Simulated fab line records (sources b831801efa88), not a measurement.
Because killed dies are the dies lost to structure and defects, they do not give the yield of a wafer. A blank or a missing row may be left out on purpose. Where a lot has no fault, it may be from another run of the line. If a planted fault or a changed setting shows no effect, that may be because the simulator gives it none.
Check for tools in common ; flow sky130 ; Lots sampled 12, wafers sampled 36

REASON IT WAS OPENED
At SKY_CONTACT_THK_MEAS_01 the reading CONTACT_CVD_00_THK is flagged on 2 of 12 lots. Fault-free wafers read 75.0 nm, with a standard deviation of 0.92.
Rule: a lot gets a flag if all its wafers with a number sit over 4 standard deviations from that mean, or if no wafer of it has a number. The other lots count as sound.

lot;measured;on;CONTACT_CVD_00_THK (nm), wafer by wafer;flag
L350;day 31 00:12;film_metro-03;75.0 74.5 75.6;
L352;day 32 08:10;film_metro-01;75.7 76.4 74.8;
L354;day 33 01:38;film_metro-04;73.5 74.7 75.1;
L353;day 33 05:31;film_metro-04;75.2 75.9 77.1;
L356;day 33 15:11;film_metro-04;74.9 74.8 75.4;
L357;day 33 19:20;film_metro-03;74.8 76.4 75.7;
L355;day 33 21:59;film_metro-03;108.9 109.4 109.9;FLAGGED
L360;day 34 17:50;film_metro-01;108.9 107.5 111.0;FLAGGED
L364;day 35 22:56;film_metro-01;74.0 74.3 75.4;
L368;day 36 20:02;film_metro-03;74.4 74.4 74.5;
L369;day 37 03:08;film_metro-01;74.5 75.8 76.0;
L370;day 37 11:23;film_metro-01;74.1 75.1 74.8;
Average over the flagged lots: 109.3 nm; offset from the usual +34.3 nm, equal to +37 standard deviations.

WHICH TOOL RAN EACH LOT
The record keeps 1 process step preceding the reading, out of 708 steps on the route. In each cell: the tool, then ch and the chambers that the sampled wafers went through, then the start.
lot;flag;SKY_CONTACT_CVD_00
L350;;pecvd-01 ch 0,1,2, day 31 00:10
L352;;pecvd-04 ch 0,1,2, day 32 08:07
L354;;pecvd-04 ch 0,1,2, day 33 01:37
L353;;pecvd-03 ch 1,2, day 33 05:29
L356;;pecvd-04 ch 0,2, day 33 15:09
L357;;pecvd-03 ch 1,2, day 33 19:18
L355;FLAGGED;pecvd-04 ch 0,1, day 33 21:57
L360;FLAGGED;pecvd-04 ch 0,1,2, day 34 17:49
L364;;pecvd-03 ch 0,2, day 35 22:53
L368;;pecvd-01 ch 0,1,2, day 36 20:00
L369;;pecvd-03 ch 1,2, day 37 03:06
L370;;pecvd-01 ch 1,2, day 37 11:20
These steps, and what they do:
- SKY_CONTACT_CVD_00: deposits Si3N4, target thk 75 nm.
- SKY_CONTACT_THK_MEAS_01

FLAGGED OVER TOTAL, TOOL BY TOOL (the gauges that took the reading come last)
step;tool;lots run;flagged;share of the flagged lots;sound lots run after its first flagged lot
SKY_CONTACT_CVD_00;pecvd-01;3;0;none;-
SKY_CONTACT_CVD_00;pecvd-03;4;0;none;-
SKY_CONTACT_CVD_00;pecvd-04;5;2;all;0
SKY_CONTACT_THK_MEAS_01;film_metro-01;5;1;some;3 (L364,L369,L370)
SKY_CONTACT_THK_MEAS_01;film_metro-03;4;1;some;1 (L368)
SKY_CONTACT_THK_MEAS_01;film_metro-04;3;0;none;-

WHAT IS ALLOWED BY THE TABLE
All flagged lots share 1 row of the table, namely pecvd-04 at SKY_CONTACT_CVD_00.
- pecvd-04 at SKY_CONTACT_CVD_00 ran 5 lots, 2 of them flagged. A fault beginning between L356 (day 33 15:09), its last sound lot, and L355 (day 33 21:57), its first flagged one, fits the data.
Left over: one tool, pecvd-04 at SKY_CONTACT_CVD_00.

WHAT THE SIMULATOR PUT IN
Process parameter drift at SKY_CONTACT_CVD_00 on pecvd-04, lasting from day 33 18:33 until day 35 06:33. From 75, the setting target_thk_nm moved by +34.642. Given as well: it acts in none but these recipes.
Struck lots among those shown: L355, L360. Same finding as the rule above.
